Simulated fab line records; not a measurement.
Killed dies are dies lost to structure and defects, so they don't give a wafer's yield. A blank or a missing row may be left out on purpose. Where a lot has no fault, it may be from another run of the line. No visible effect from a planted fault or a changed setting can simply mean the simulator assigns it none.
Which of the tools did it? -- flow gf180mcu -- 11 lots, 33 wafers sampled, at 3 steps of a route of 602

## WHAT THE GAUGES SHOWED, per wafer
GF_V1_RS_MEAS_24: measurement is done with a four-point probe.
lot,measured,on,V1_W_RS (ohm/sq)
L183,day 18 02:50,film-metro-02,0.323 0.324 0.324
L186,day 19 11:41,film-metro-02,0.332 0.329 0.331
L189,day 20 15:49,film-metro-02,0.325 0.549 0.537
L191,day 21 09:40,film-metro-03,0.541 0.539 0.322
L198,day 23 19:56,film-metro-03,0.322 0.329 0.324
L200,day 24 07:59,film-metro-04,0.329 0.331 0.331
L201,day 24 13:55,film-metro-03,0.321 0.328 0.326
L202,day 24 22:05,film-metro-03,0.325 0.324 0.325
L203,day 25 14:12,film-metro-03,0.321 0.326 0.326
L204,day 25 14:26,film-metro-02,0.328 0.331 0.328
L205,day 25 21:41,film-metro-02,0.324 0.325 0.322

## TOOL THAT RAN EACH LOT (tool first, then ch and the chambers of the sampled wafers, then the start)
lot,GF_CONTACT_CMP_27,GF_V1_CVD_23
L183,"cmp-02 ch 0,1,2, day 16 02:58","cvd-w-02 ch 0,1, day 18 02:42"
L186,"cmp-01 ch 1,2, day 17 08:56","cvd-w-01 ch 0,1, day 19 11:34"
L189,"cmp-01 ch 0,1,3, day 18 12:17","cvd-w-02 ch 0,1, day 20 15:43"
L191,"cmp-02 ch 2,3, day 19 05:38","cvd-w-02 ch 0,1, day 21 09:32"
L198,"cmp-02 ch 1,2,3, day 21 17:50","cvd-w-02 ch 0,1, day 23 19:49"
L200,"cmp-01 ch 0,1,3, day 22 07:32","cvd-w-02 ch 0,1, day 24 07:52"
L201,"cmp-02 ch 0,3, day 22 13:27","cvd-w-02 ch 0,1, day 24 13:47"
L202,"cmp-01 ch 2,3, day 22 22:35","cvd-w-02 ch 0,1, day 24 21:59"
L203,"cmp-01 ch 0,1,3, day 23 14:32","cvd-w-02 ch 1, day 25 14:04"
L204,"cmp-01 ch 0,1, day 23 14:47","cvd-w-01 ch 0,1, day 25 14:18"
L205,"cmp-01 ch 1,2, day 23 23:02","cvd-w-02 ch 0,1, day 25 21:33"
- GF_CONTACT_CMP_27: polishes, stops on SiO2, t overpolish 15 s, target thk 0 nm.
- GF_V1_CVD_23: deposits W, target thk 350 nm, time 105.05 s.

## THE ANSWER, worked out from the rows above alone
Rule: what is usual is taken from the lots themselves. The widest of any qualifying gaps counts: lots, ordered by their means at a reading, are off when they make up no more than a third of the lots, leave a main group of 4 or more, and stand apart from it by 3 or more times the standard deviation of that group's means. Not used: any main group whose means are identical at the precision the tables above print for the reading. A lot without any number at a reading at which 4 lots or more have one is off too. The other lots that the step has rows for count as sound.
Off: L189, L191, seen at GF_V1_RS_MEAS_24 (V1_W_RS). Mean 0.326 ohm/sq and standard deviation 0.0027 in the main group.
A tool fits if, at a process step before that reading, it ran every lot that is off, and no sound lot after the first of them. Those tools and the gauges at GF_V1_RS_MEAS_24 are tried in the same way. Not one of the candidates tried fits.

## WHAT THE SIMULATOR PUT IN
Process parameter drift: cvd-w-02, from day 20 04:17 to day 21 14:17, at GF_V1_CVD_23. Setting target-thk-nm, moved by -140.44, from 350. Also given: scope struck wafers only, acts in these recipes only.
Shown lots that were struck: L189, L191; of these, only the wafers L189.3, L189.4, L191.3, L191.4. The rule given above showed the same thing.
